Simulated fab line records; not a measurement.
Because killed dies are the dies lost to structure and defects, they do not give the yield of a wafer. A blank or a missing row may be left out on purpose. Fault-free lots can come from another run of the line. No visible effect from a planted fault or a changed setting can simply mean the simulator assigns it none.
A lot that was struck, set against a sound lot / flow sky130 / 16 out of 708 route steps
Sound: wafers L452.1, L452.3, L452.5. Struck: wafers L457.2, L457.3, L457.6. The cause comes at the end.
At each step with rows: each side's tool, then ch and its chambers, then its first start. Under that, the readings that differ: sound wafers / struck wafers / difference of the means / sigmas: that difference in standard deviations of wafers without a fault.
alike: words and numbers the same on both sides, and readings whose means are apart by under 2 such deviations; not compared: readings that were withheld, readings missing a value for some wafer, numbers with overlapping values and no deviation given by the record, and bounds like >300 which may hide the same value.
The two part at a step that has a row with sigmas, a row that says differs or no value, or rows on one side only. Non-overlapping numbers with no deviation appear without sigmas and do not part them. A reading missing from all wafers of one side parts the sides only when that side holds two or more wafers.

first, 7 steps without rows for these wafers: SKY_METAL4_HMDS_06 (prime time 60 s); SKY_METAL4_COAT_07 (resist thk 60 nm); SKY_METAL4_COAT_08 (resist thk 1140 nm); SKY_METAL4_SOFTBAKE_09 (time 90 s); SKY_METAL4_EXPOSE_10 (exposes mask MM4, target cd 300 nm); SKY_METAL4_PEB_11; SKY_METAL4_DEVELOP_12 (develop time 60 s).
SKY_METAL4_CD_MEAS_13 targets a cd of 300 nm.
  struck on cd sem-01, day 43 21:38; sound on cd sem-02, day 42 11:28
reading=cd nm (nm); sound=298.5 298.8 299.5; struck=302.6 303.1 303.0; difference=+4.0; sigmas=+3
SKY_METAL4_OVL_MEAS_14:
  struck on overlay-02, day 43 21:44; sound on overlay-01, day 42 11:35
  alike: METAL4_OVL
SKY_METAL4_DESCUM_15: chemistry O2, time 8 s.
  sound on rie metal-03 ch 0,1, day 42 11:37; struck on rie metal-04 ch 0, day 43 21:46
reading=drypump motor current A (A); sound=5.94 5.65 5.96; struck=5.41 5.41 5.39; difference=-0.45; sigmas=-2
  alike: oes product au
  not compared: rf hours counter h
SKY_METAL4_ETCH_16: etches BARC in N2/H2, stops on SiO2, time 88.2 s, target depth 60 nm.
  sound on rie metal-03 ch 0,1, day 42 11:40; struck on rie metal-04 ch 0, day 43 21:47
reading=drypump motor current A (A); sound=5.92 5.67 5.97; struck=5.43 5.37 5.39; difference=-0.46; sigmas=-2
  alike: oes product au, rf fwd power W, throttle valve pct
  not compared: rf hours counter h
SKY_METAL4_ETCH_17: etches SiO2 in C4F8/O2/Ar, stops on TiN, time 3.9 s, target depth 15 nm.
  sound on rie diel-04 ch 2,3, day 42 11:47; struck on rie diel-02 ch 1,2,3, day 43 21:53
  alike: oes product au, rf fwd power W
  not compared: rf hours counter h
SKY_METAL4_METAL_ETCH_18: etches the open film in Cl2/BCl3, stops on SiO2, target depth 845 nm, time 183.1 s.
  sound on rie metal-04 ch 0,1, day 42 11:49; struck on rie metal-03 ch 0,1, day 43 21:55
reading=rf fwd power W (W); sound=897.9 895.3 900.5; struck=752.8 753.9 753.7; difference=-144.4; sigmas=-58
reading=model.KrF-thick_of_METAL4_COAT_08.thk nm (nm); sound=527.4 525.4 524.5; struck=595.2 599.8 596; difference=+71.2; sigmas=
reading=model.METAL4.cd nm (nm); sound=294.4 291.1 293.3; struck=313.3 312.5 311.9; difference=+19.6; sigmas=
reading=model.SiO2_of_VIA3_HDPCVD_00.thk nm (nm); sound=436.6 436.6 436.7; struck=438.6 439.7 439.7; difference=+2.7; sigmas=
  alike: drypump motor current A, mfc cl2 sccm, oes product au, throttle valve pct
  not compared: rf hours counter h
SKY_METAL4_STRIP_19: strips in O2/N2.
  sound on plasma asher-02 ch 0,1, day 42 11:59; struck on plasma asher-04 ch 0, day 43 22:09
reading=oes product au (a.u.); sound=0.495 0.511 0.496; struck=0.533 0.536 0.526; difference=+0.031; sigmas=+5
reading=strip time to endpoint s (s); sound=6.54 6.52 6.52; struck=7.22 7.25 7.23; difference=+0.71; sigmas=+12
  alike: drypump motor current A
  not compared: rf hours counter h
then, 1 step without rows for these wafers: SKY_METAL4_STRIP_20 (strips in post etch residue remover, time 1200 s).
-- the record jumps here: 4 days lie between the struck wafers' starts before and after (it left off in module METAL4 and takes up again in module PAD_OPEN, whose first step shown is number 708 of the route) --
SKY_PAD_OPEN_PROBE_99:
  only the struck wafers here have rows in the record (prober-02, day 47 16:45); the sound ones have none

WHERE THEY PART
First at SKY_METAL4_CD_MEAS_13; last, within this record, at SKY_PAD_OPEN_PROBE_99.

WHY: the cause the simulator had injected
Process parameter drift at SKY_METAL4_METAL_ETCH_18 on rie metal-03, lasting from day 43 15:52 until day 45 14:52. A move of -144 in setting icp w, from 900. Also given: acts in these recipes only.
